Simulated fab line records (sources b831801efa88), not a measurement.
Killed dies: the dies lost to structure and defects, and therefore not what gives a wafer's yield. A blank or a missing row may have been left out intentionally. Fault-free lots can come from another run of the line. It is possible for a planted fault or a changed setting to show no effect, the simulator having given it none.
Chamber matching    flow sky130    SKY_VIA2_HDPCVD_00 on hdpcvd-01 has 3 sister chambers
The step deposits SiO2, target thk 1180 nm, time 196.7 s. 6 wafers are shown with their chamber, then 7 later ones without.

## WAFERS PAIRED WITH THEIR CHAMBERS
wafer   chamber  run length s (s)  susceptor temp C (C)
L396.4  0        224.9             399.62
L397.4  0        225.3             400.45
L401.3  2        224.5             400.08
L401.4  1        224.8             400.15
L409.1  2        224.2             399.97
L409.3  1        224.4             400.23

## WAFERS WHOSE CHAMBER IS MISSING
wafer   run length s (s)  susceptor temp C (C)
L409.4  225.5             400.19
L410.4  225.9             399.76
L410.5  224.5             399.99
L410.6  224.9             400.00
L411.1  224.9             400.10
L411.4  224.4             400.01
L411.6  225.4             400.17

## WHICH CHAMBER EACH WENT THROUGH
wafer   from the rows above           in truth
L409.4  can't be placed: 0 or 1       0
L410.4  can't be placed: 0 or 1       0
L410.5  can't be placed: 2 or 1 or 0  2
L410.6  can't be placed: 0 or 1 or 2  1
L411.1  can't be placed: 0 or 1 or 2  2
L411.4  can't be placed: 2 or 1       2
L411.6  can't be placed: 0 or 1       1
Placed correctly: 0 of 7. These rows do not allow placing 7 (true chamber among the candidates in 7). Number placed wrongly: 0.
How it was worked out, from the rows above alone: a wafer's distance from a chamber is the root of the sum, over the readings, of the square of ((its reading less the chamber's mean) divided by the reading's scatter). If the next closest chamber is less than 2 further off than the closest, the wafer can't be placed; otherwise it belongs to the closest. The mean given for a chamber averages the wafers shown for that chamber. How the scatter is found: for the shown wafers, subtract from each reading the mean of its chamber, square and add these, divide the total by (wafers less chambers), then take the root.
